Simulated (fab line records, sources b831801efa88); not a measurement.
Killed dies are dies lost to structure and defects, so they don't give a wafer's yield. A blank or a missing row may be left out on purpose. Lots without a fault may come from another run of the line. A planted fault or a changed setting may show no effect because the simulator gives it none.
fab line records | flow sky130
record lots=5 wafers=15 last_day=49
route steps=708 shown PWDE@48 NWELL@56
lots that met no fault: from a run of the same line without faults
start_h: hours from the record's first day to the start of the lot's first wafer shown | wait_h: hours since the lot's step before | " the same as in the row above | L1.1+2: a row that stands for several wafers | - no value, or no start given | * or withheld: withheld | < > ~ a bound
route shown NAME@n: a module of which the file shows steps, and the number in the route of the first | usual: mean/standard deviation of fault-free wafers | same: alike in all rows | chamber/n: place in a boat | sites: the reading at each site | _std_site: their standard deviation | _edge_site: outer sites' mean less inner sites' | radius_mm: how far each site lies from the wafer's centre | mask NAME#n: copy n | behind: the tool/chamber that last shaped the wafer | hold: why the lot was held/for how many hours/how that ended | device: the transistor (n, p or np) that didn't switch | end of line: the same wafers' tests at the end of the route | a step without rows: its recipe alone | killed: dies lost to structure and defects at the first sort, not the wafer's yield | map: a wafer's dies, x killed, . not, _ none there
set.NAME: the setting as run; set.NAME@STEP: as run at that earlier step | model.NAME: the simulator's own value behind a step, which no gauge read
lots at some steps of the route; a table a step, a row a wafer
services: from which hour (start_h, from the record's first day; less than 0 if before it) a tool's chamber was out of use, for how many hours, and why
## steps
# step SKY_PWDE_SOFTBAKE_03
# recipe temp_c=110 time_s=withheld
# columns lot.wafer tool chamber start_h wait_h
L078.4+5+6 litho_track-04 0 82.26 0.1
L082.2+4+5 litho_track-03 0 103.40 0.1
L084.1+4+6 litho_track-04 0 112.80 0.1
L087.3+4+6 litho_track-03 0 130.53 0.1
L092.1+2+3 litho_track-04 0 164.65 0.1
# step SKY_PWDE_EXPOSE_04
# recipe mask_id=PWDEM na=0.6 source_shape=conventional sigma_outer=0.6 polarization=unpolarized target_cd_nm=840 dose_mj=214
# same na=0.6
# columns lot.wafer tool chamber start_h wait_h mask
L078.4+5+6 iline_stepper-01 0 - - PWDEM#0
L082.2+4+5 iline_stepper-02 0 - - PWDEM#0
L084.1+4+6 iline_stepper-01 0 - - PWDEM#0
L087.3+4+6 iline_stepper-02 0 - - PWDEM#0
L092.1+2+3 iline_stepper-01 0 - - PWDEM#0
# step SKY_PWDE_PEB_05
# recipe temp_c=115 time_s=withheld
# columns lot.wafer tool chamber start_h wait_h
L078.4+5+6 litho_track-01 0 - -
L082.2+4+5 litho_track-03 0 - -
L084.1+4+6 litho_track-04 0 - -
L087.3+4+6 litho_track-04 0 - -
L092.1+2+3 litho_track-04 0 - -
# step SKY_PWDE_DEVELOP_06
# recipe wall_angle_deg=90 developer=TMAH develop_time_s=60 dev_temp_c=23
# columns lot.wafer tool chamber start_h wait_h
L078.4+5+6 litho_track-01 0 - -
L082.2+4+5 litho_track-03 0 - -
L084.1+4+6 litho_track-04 0 - -
L087.3+4+6 litho_track-04 0 - -
L092.1+2+3 litho_track-04 0 - -
# step SKY_PWDE_OVL_MEAS_07
# usual PWDE_OVL=-0.1/1.2
# columns lot.wafer tool chamber start_h wait_h PWDE_OVL[nm]
L078.4 overlay-01 - 90.37 - -1.0
L078.5 " - " " 1.3
L078.6 " - " " -0.6
L082.2 overlay-02 - 112.47 - -0.7
L082.4 " - " " -1.7
L082.5 " - " " 1.8
L084.1 overlay-02 - 121.75 - -0.6
L084.4 " - " " -2.4
L084.6 " - " " -0.4
L087.3 overlay-02 - 139.57 - 0.4
L087.4 " - " " -0.4
L087.6 " - " " -1.8
L092.1 overlay-02 - 174.85 - 0.6
L092.2 " - " " -1.9
L092.3 " - " " -1.0
# step SKY_PWDE_IMPLANT_08
# recipe species=B energy_kev=150 dose_cm2=3.6e+12 tilt_deg=withheld
# usual faraday_current_uA=20.3/0.39
# columns lot.wafer tool chamber start_h wait_h faraday_current_uA
L078.4 implanter-01 0 90.46 0.1 19.6
L078.5 " 0 " " 20.1
L078.6 " 0 " " 19.9
L082.2 implanter-02 0 112.53 0.0 20.4
L082.4 " 0 " " 20.5
L082.5 " 0 " " 20.4
L084.1 implanter-02 0 121.79 0.0 19.6
L084.4 " 0 " " 19.9
L084.6 " 0 " " 20.3
L087.3 implanter-03 0 139.64 0.1 21.0
L087.4 " 0 " " 20.2
L087.6 " 0 " " 20.9
L092.1 implanter-03 0 174.89 0.0 20.3
L092.2 " 0 " " 20.6
L092.3 " 0 " " 20.2
# step SKY_PWDE_STRIP_09
# recipe chemistry=O2/N2 power_w=1400 pressure_mtorr=1500 platen_temp_c=withheld o2_flow_sccm=3000 n2_flow_sccm=300 overash_fraction=0.5
# usual drypump_motor_current_A=5.7/0.35 n2_flow_sccm=300.1/0.88 oes_product_au=0.722/0.0047 strip_time_to_endpoint_s=36.89/0.11
# columns lot.wafer tool chamber start_h wait_h drypump_motor_current_A n2_flow_sccm oes_product_au rf_hours_counter_h strip_time_to_endpoint_s
L078.4 plasma_asher-01 0 90.57 0.1 5.3 300.9 0.732 - 36.81
L078.5 " 1 " " 5.5 300.5 0.727 - 36.90
L078.6 " 0 " " 5.3 299.3 0.725 - 36.86
L082.2 plasma_asher-01 1 112.65 0.1 5.5 301.2 0.714 44 36.84
L082.4 " 1 " " 5.5 300.7 0.719 - 36.87
L082.5 " 0 " " 5.3 299.4 0.726 - 36.94
L084.1 plasma_asher-04 0 121.94 0.1 5.7 301.0 0.727 47 36.77
L084.4 " 1 " " 6.0 299.9 0.722 - 36.83
L084.6 " 1 " " 6.0 299.2 0.727 - 36.71
L087.3 plasma_asher-04 0 139.77 0.1 5.8 299.3 0.718 - 36.78
L087.4 " 1 " " 6.0 300.5 0.732 - 36.85
L087.6 " 1 " " 6.0 300.5 0.726 - 36.81
L092.1 plasma_asher-04 1 175.04 0.1 6.0 301.1 0.724 52 37.07
L092.2 " 0 " " 5.7 299.6 0.720 52 36.98
L092.3 " 1 " " 6.0 301.3 0.722 - 37.11
# step SKY_PWDE_TW_MEAS_10
# usual PWDE_TW=374/4.5
# columns lot.wafer tool chamber start_h wait_h PWDE_TW
L078.4 film_metro-04 - 90.67 0.1 372
L078.5 " - " " 371
L078.6 " - " " 371
L082.2 film_metro-04 - 112.76 0.1 370
L082.4 " - " " 370
L082.5 " - " " 370
L084.1 film_metro-03 - 122.04 0.1 385
L084.4 " - " " 385
L084.6 " - " " 385
L087.3 film_metro-03 - 139.86 0.1 382
L087.4 " - " " 381
L087.6 " - " " 384
L092.1 film_metro-04 - 175.14 0.1 372
L092.2 " - " " 372
L092.3 " - " " 374
# step SKY_NWELL_DEHYDRATE_03
# recipe temp_c=200 time_s=60
# columns lot.wafer tool chamber start_h wait_h
L078.4+5+6 litho_track-02 0 99.15 8.5
L082.2+4+5 litho_track-03 0 121.04 8.3
L084.1+4+6 litho_track-02 0 130.22 8.2
L087.3+4+6 litho_track-02 0 148.57 8.7
L092.1+2+3 litho_track-04 0 185.35 10.2
# step SKY_NWELL_HMDS_04
# recipe prime_time_s=60 prime_temp_c=120
# columns lot.wafer tool chamber start_h wait_h
L078.4+5+6 litho_track-02 0 99.30 0.1
L082.2+4+5 litho_track-03 0 121.19 0.1
L084.1+4+6 litho_track-02 0 130.37 0.1
L087.3+4+6 litho_track-02 0 148.72 0.1
L092.1+2+3 litho_track-04 0 185.50 0.1
# step SKY_NWELL_COAT_05
# recipe spin_rpm=2000 resist_thk_nm=3000
# columns lot.wafer tool chamber start_h wait_h
L078.4+5+6 litho_track-02 0 99.45 0.1
L082.2+4+5 litho_track-03 0 121.34 0.1
L084.1+4+6 litho_track-02 0 130.52 0.1
L087.3+4+6 litho_track-02 0 148.87 0.1
L092.1+2+3 litho_track-04 0 185.65 0.1
# step SKY_NWELL_SOFTBAKE_06
# recipe temp_c=110 time_s=withheld
# columns lot.wafer tool chamber start_h wait_h
L078.4+5+6 litho_track-02 0 99.62 0.1
L082.2+4+5 litho_track-03 0 121.50 0.1
L084.1+4+6 litho_track-02 0 130.67 0.1
L087.3+4+6 litho_track-02 0 149.04 0.1
L092.1+2+3 litho_track-04 0 185.80 0.1
# step SKY_NWELL_EXPOSE_07
# recipe mask_id=NWM na=0.6 source_shape=conventional sigma_outer=0.6 polarization=unpolarized target_cd_nm=840 dose_mj=255
# same na=0.6
# columns lot.wafer tool chamber start_h wait_h mask
L078.4+5+6 iline_stepper-01 0 - - NWM#0
L082.2+4+5 iline_stepper-01 0 - - NWM#0
L084.1+4+6 iline_stepper-01 0 - - NWM#0
L087.3+4+6 iline_stepper-02 0 - - NWM#0
L092.1+2+3 iline_stepper-01 0 - - NWM#0
# step SKY_NWELL_PEB_08
# recipe temp_c=115 time_s=withheld
# columns lot.wafer tool chamber start_h wait_h
L078.4+5+6 litho_track-03 0 - -
L082.2+4+5 litho_track-02 0 - -
L084.1+4+6 litho_track-02 0 - -
L087.3+4+6 litho_track-03 0 - -
L092.1+2+3 litho_track-02 0 - -
# step SKY_NWELL_DEVELOP_09
# recipe wall_angle_deg=90 developer=TMAH develop_time_s=60 dev_temp_c=23
# columns lot.wafer tool chamber start_h wait_h
L078.4+5+6 litho_track-03 0 - -
L082.2+4+5 litho_track-02 0 - -
L084.1+4+6 litho_track-02 0 - -
L087.3+4+6 litho_track-03 0 - -
L092.1+2+3 litho_track-02 0 - -
# step SKY_NWELL_OVL_MEAS_10
# usual NWELL_00_OVL=-1.0/1.4
# columns lot.wafer tool chamber start_h wait_h NWELL_00_OVL[nm]
L078.4 overlay-01 - 107.93 - -0.7
L078.5 " - " " -0.1
L078.6 " - " " 1.2
L082.2 overlay-02 - 130.23 - -1.9
L082.4 " - " " -1.0
L082.5 " - " " -2.4
L084.1 overlay-01 - 139.82 - -1.2
L084.4 " - " " -2.9
L084.6 " - " " -2.8
L087.3 overlay-02 - 159.93 - -0.9
L087.4 " - " " -1.9
L087.6 " - " " -1.8
L092.1 overlay-01 - 196.47 - 1.6
L092.2 " - " " 1.1
L092.3 " - " " 0.9
# step SKY_NWELL_IMPLANT_11
# recipe species=P energy_kev=400 dose_cm2=1.9e+13 tilt_deg=withheld
# usual faraday_current_uA=107.1/2
# columns lot.wafer tool chamber start_h wait_h faraday_current_uA
L078.4 implanter-02 0 108.03 0.1 104.4
L078.5 " 0 " " 108.0
L078.6 " 0 " " 107.8
L082.2 implanter-01 0 130.28 0.0 108.8
L082.4 " 0 " " 106.1
L082.5 " 0 " " 112.9
L084.1 implanter-01 0 139.86 0.0 107.5
L084.4 " 0 " " 107.0
L084.6 " 0 " " 104.9
L087.3 implanter-04 0 160.00 0.1 106.8
L087.4 " 0 " " 110.8
L087.6 " 0 " " 103.9
L092.1 implanter-04 0 196.51 0.0 108.9
L092.2 " 0 " " 107.2
L092.3 " 0 " " 106.8
# step SKY_NWELL_IMPLANT_12
# recipe species=P energy_kev=120 dose_cm2=1.3e+12 tilt_deg=withheld
# usual faraday_current_uA=7.34/0.14
# columns lot.wafer tool chamber start_h wait_h faraday_current_uA
L078.4 implanter-02 0 108.18 0.1 7.36
L078.5 " 0 " " 7.59
L078.6 " 0 " " 7.34
L082.2 implanter-01 0 130.43 0.1 7.41
L082.4 " 0 " " 7.23
L082.5 " 0 " " 7.44
L084.1 implanter-01 0 140.01 0.1 7.38
L084.4 " 0 " " 7.24
L084.6 " 0 " " 7.14
L087.3 implanter-04 0 160.15 0.1 7.23
L087.4 " 0 " " 7.21
L087.6 " 0 " " 7.44
L092.1 implanter-04 0 196.66 0.1 7.26
L092.2 " 0 " " 7.46
L092.3 " 0 " " 7.11
# step SKY_NWELL_IMPLANT_13
# recipe species=P energy_kev=50 dose_cm2=7e+11 tilt_deg=withheld
# usual faraday_current_uA=3.95/0.084
# columns lot.wafer tool chamber start_h wait_h faraday_current_uA
L078.4 implanter-02 0 108.33 0.1 3.98
L078.5 " 0 " " 3.80
L078.6 " 0 " " 3.84
L082.2 implanter-01 0 130.58 0.1 3.98
L082.4 " 0 " " 3.90
L082.5 " 0 " " 3.95
L084.1 implanter-01 0 140.16 0.1 3.91
L084.4 " 0 " " 4.02
L084.6 " 0 " " 4.00
L087.3 implanter-04 0 160.30 0.1 3.93
L087.4 " 0 " " 3.93
L087.6 " 0 " " 4.06
L092.1 implanter-04 0 196.81 0.1 3.97
L092.2 " 0 " " 4.07
L092.3 " 0 " " 3.98
# step SKY_NWELL_STRIP_14
# recipe chemistry=O2/N2 power_w=1400 pressure_mtorr=1500 platen_temp_c=withheld o2_flow_sccm=3000 n2_flow_sccm=300 overash_fraction=0.5
# usual drypump_motor_current_A=5.7/0.45 n2_flow_sccm=300.0/0.82 oes_product_au=0.722/0.0044 strip_time_to_endpoint_s=36.90/0.1
# columns lot.wafer tool chamber start_h wait_h drypump_motor_current_A n2_flow_sccm oes_product_au rf_hours_counter_h strip_time_to_endpoint_s
L078.4 plasma_asher-03 1 108.43 0.1 6.2 299.4 0.719 - 36.98
L078.5 " 0 " " 6.2 299.5 0.719 - 36.81
L078.6 " 1 " " 6.2 298.9 0.722 - 36.83
L082.2 plasma_asher-01 0 130.71 0.1 5.3 299.7 0.724 46 36.77
L082.4 " 0 " " 5.3 299.8 0.724 - 36.83
L082.5 " 1 " " 5.5 299.6 0.721 - 36.81
L084.1 plasma_asher-03 1 140.31 0.1 6.2 299.0 0.725 32 36.93
L084.4 " 0 " " 6.2 299.7 0.725 - 36.92
L084.6 " 0 " " 6.2 300.0 0.724 - 37.03
L087.3 plasma_asher-02 1 160.43 0.1 6.2 298.1 0.721 - 36.86
L087.4 " 0 " " 5.1 300.4 0.720 - 36.95
L087.6 " 0 " " 5.1 300.6 0.718 - 36.79
L092.1 plasma_asher-02 1 196.96 0.1 6.2 299.7 0.726 9 37.00
L092.2 " 0 " " 5.1 300.7 0.727 9 37.05
L092.3 " 1 " " 6.2 301.1 0.718 - 36.97
# step SKY_NWELL_TW_MEAS_15
# usual NWELL_TW=1818/22
# columns lot.wafer tool chamber start_h wait_h NWELL_TW
L078.4 film_metro-03 - 108.53 0.1 1844
L078.5 " - " " 1839
L078.6 " - " " 1846
L082.2 film_metro-03 - 130.82 0.1 1867
L082.4 " - " " 1866
L082.5 " - " " 1859
L084.1 film_metro-03 - 140.41 0.1 1866
L084.4 " - " " 1877
L084.6 " - " " 1863
L087.3 film_metro-04 - 160.52 0.1 1795
L087.4 " - " " 1792
L087.6 " - " " 1801
L092.1 film_metro-04 - 197.06 0.1 1789
L092.2 " - " " 1797
L092.3 " - " " 1795
# step SKY_NWELL_DEHYDRATE_16
# recipe temp_c=200 time_s=60
# columns lot.wafer tool chamber start_h wait_h
L078.4+5+6 litho_track-04 0 117.43 8.9
L082.2+4+5 litho_track-03 0 139.14 8.3
L084.1+4+6 litho_track-04 0 149.50 9.1
L087.3+4+6 litho_track-04 0 169.30 8.8
L092.1+2+3 litho_track-04 0 207.25 10.2
# step SKY_NWELL_HMDS_17
# recipe prime_time_s=60 prime_temp_c=120
# columns lot.wafer tool chamber start_h wait_h
L078.4+5+6 litho_track-04 0 117.58 0.1
L082.2+4+5 litho_track-03 0 139.29 0.1
L084.1+4+6 litho_track-04 0 149.65 0.1
L087.3+4+6 litho_track-04 0 169.45 0.1
L092.1+2+3 litho_track-04 0 207.40 0.1
# step SKY_NWELL_COAT_18
# recipe spin_rpm=2000 resist_thk_nm=3000
# columns lot.wafer tool chamber start_h wait_h
L078.4+5+6 litho_track-04 0 117.73 0.1
L082.2+4+5 litho_track-03 0 139.44 0.1
L084.1+4+6 litho_track-04 0 149.80 0.1
L087.3+4+6 litho_track-04 0 169.60 0.1
L092.1+2+3 litho_track-04 0 207.55 0.1
# step SKY_NWELL_SOFTBAKE_19
# recipe temp_c=110 time_s=withheld
# columns lot.wafer tool chamber start_h wait_h
L078.4+5+6 litho_track-04 0 117.90 0.1
L082.2+4+5 litho_track-03 0 139.60 0.1
L084.1+4+6 litho_track-04 0 149.95 0.1
L087.3+4+6 litho_track-04 0 169.77 0.1
L092.1+2+3 litho_track-04 0 207.70 0.1
# step SKY_NWELL_EXPOSE_20
# recipe mask_id=NWM_COMPLEMENT na=0.6 source_shape=conventional sigma_outer=0.6 polarization=unpolarized target_cd_nm=840 dose_mj=260
# same na=0.6
# columns lot.wafer tool chamber start_h wait_h mask
L078.4+5+6 iline_stepper-02 0 - - NWM_COMPLEMENT#0
L082.2+4+5 iline_stepper-01 0 - - NWM_COMPLEMENT#0
L084.1+4+6 iline_stepper-02 0 - - NWM_COMPLEMENT#0
L087.3+4+6 iline_stepper-02 0 - - NWM_COMPLEMENT#0
L092.1+2+3 iline_stepper-01 0 - - NWM_COMPLEMENT#0
# step SKY_NWELL_PEB_21
# recipe temp_c=115 time_s=withheld
# columns lot.wafer tool chamber start_h wait_h
L078.4+5+6 litho_track-02 0 - -
L082.2+4+5 litho_track-03 0 - -
L084.1+4+6 litho_track-04 0 - -
L087.3+4+6 litho_track-02 0 - -
L092.1+2+3 litho_track-04 0 - -
# step SKY_NWELL_DEVELOP_22
# recipe wall_angle_deg=90 developer=TMAH develop_time_s=60 dev_temp_c=23
# columns lot.wafer tool chamber start_h wait_h
L078.4+5+6 litho_track-02 0 - -
L082.2+4+5 litho_track-03 0 - -
L084.1+4+6 litho_track-04 0 - -
L087.3+4+6 litho_track-02 0 - -
L092.1+2+3 litho_track-04 0 - -
# step SKY_NWELL_OVL_MEAS_23
# usual NWELL_01_OVL=-0.2/1.3
# columns lot.wafer tool chamber start_h wait_h NWELL_01_OVL[nm]
L078.4 overlay-02 - 125.94 - 2.6
L078.5 " - " " 1.0
L078.6 " - " " 1.0
L082.2 overlay-01 - 149.52 - -1.1
L082.4 " - " " -1.2
L082.5 " - " " -1.2
L084.1 overlay-02 - 160.25 - 1.2
L084.4 " - " " -0.1
L084.6 " - " " 0.0
L087.3 overlay-01 - 180.33 - 1.8
L087.4 " - " " 0.2
L087.6 " - " " 1.8
L092.1 overlay-02 - 218.30 - -0.2
L092.2 " - " " 0.7
L092.3 " - " " -0.2
# step SKY_NWELL_IMPLANT_24
# recipe species=B energy_kev=140 dose_cm2=9.2e+12 tilt_deg=withheld
# usual faraday_current_uA=51.9/1.1
# columns lot.wafer tool chamber start_h wait_h faraday_current_uA
L078.4 implanter-04 0 126.03 0.1 52.2
L078.5 " 0 " " 52.1
L078.6 " 0 " " 48.6
L082.2 implanter-01 0 149.58 0.0 52.3
L082.4 " 0 " " 52.7
L082.5 " 0 " " 50.5
L084.1 implanter-02 0 160.29 0.0 52.6
L084.4 " 0 " " 51.1
L084.6 " 0 " " 53.4
L087.3 implanter-04 0 180.41 0.1 51.1
L087.4 " 0 " " 51.3
L087.6 " 0 " " 52.2
L092.1 implanter-01 0 218.34 0.0 53.4
L092.2 " 0 " " 50.9
L092.3 " 0 " " 52.7
# step SKY_NWELL_STRIP_25
# recipe chemistry=O2/N2 power_w=1400 pressure_mtorr=1500 platen_temp_c=withheld o2_flow_sccm=3000 n2_flow_sccm=300 overash_fraction=0.5
# usual drypump_motor_current_A=5.7/0.43 n2_flow_sccm=299.9/0.9 oes_product_au=0.722/0.0045 strip_time_to_endpoint_s=36.92/0.096
# columns lot.wafer tool chamber start_h wait_h drypump_motor_current_A n2_flow_sccm oes_product_au rf_hours_counter_h strip_time_to_endpoint_s
L078.4 plasma_asher-02 1 126.14 0.1 6.2 299.4 0.722 - 37.08
L078.5 " 0 " " 5.1 300.3 0.725 - 37.08
L078.6 " 1 " " 6.2 299.4 0.727 - 37.00
L082.2 plasma_asher-02 0 149.70 0.1 5.2 300.3 0.715 3 36.81
L082.4 " 0 " " 5.2 299.0 0.724 - 36.80
L082.5 " 0 " " 5.2 300.4 0.719 - 36.79
L084.1 plasma_asher-01 1 160.48 0.2 5.5 298.6 0.721 50 37.00
L084.4 " 1 " " 5.5 300.9 0.724 - 36.99
L084.6 " 0 " " 5.3 298.7 0.715 - 37.02
L087.3 plasma_asher-01 0 180.54 0.1 5.3 300.0 0.723 - 36.95
L087.4 " 1 " " 5.5 300.1 0.718 - 36.98
L087.6 " 1 " " 5.5 300.5 0.718 - 36.96
L092.1 plasma_asher-01 1 218.49 0.1 5.5 300.5 0.722 56 36.89
L092.2 " 0 " " 5.3 300.7 0.729 56 36.94
L092.3 " 0 " " 5.3 299.8 0.724 - 36.86
## services
# columns tool chamber start_h hours kind
plasma_asher-03 - 58.66 2.6 repair
implanter-03 - 69.99 5.6 pm
iline_stepper-01 - 70.53 2.5 repair
implanter-03 - 80.78 11.0 repair
implanter-02 - 99.30 3.8 repair
plasma_asher-02 - 108.75 9.0 pm
plasma_asher-02 0 108.75 9.0 vent_cycle
plasma_asher-02 1 108.75 9.0 vent_cycle
plasma_asher-04 - 110.75 2.8 pm
plasma_asher-02 0 117.75 - clean
iline_stepper-02 0 118.89 - calibration
plasma_asher-04 - 120.80 1.0 repair
plasma_asher-03 - 129.68 1.4 repair
iline_stepper-01 0 135.61 - calibration
plasma_asher-03 - 149.88 24.6 repair
plasma_asher-04 - 149.92 4.0 repair
iline_stepper-01 - 150.04 5.7 repair
plasma_asher-04 - 153.51 0.8 repair
iline_stepper-01 - 162.54 1.7 pm
implanter-02 - 172.75 6.8 repair
plasma_asher-01 - 181.49 2.8 pm
implanter-02 - 183.49 5.1 repair
implanter-01 - 204.65 0.6 repair
plasma_asher-01 - 205.48 0.9 repair
## key
fault none
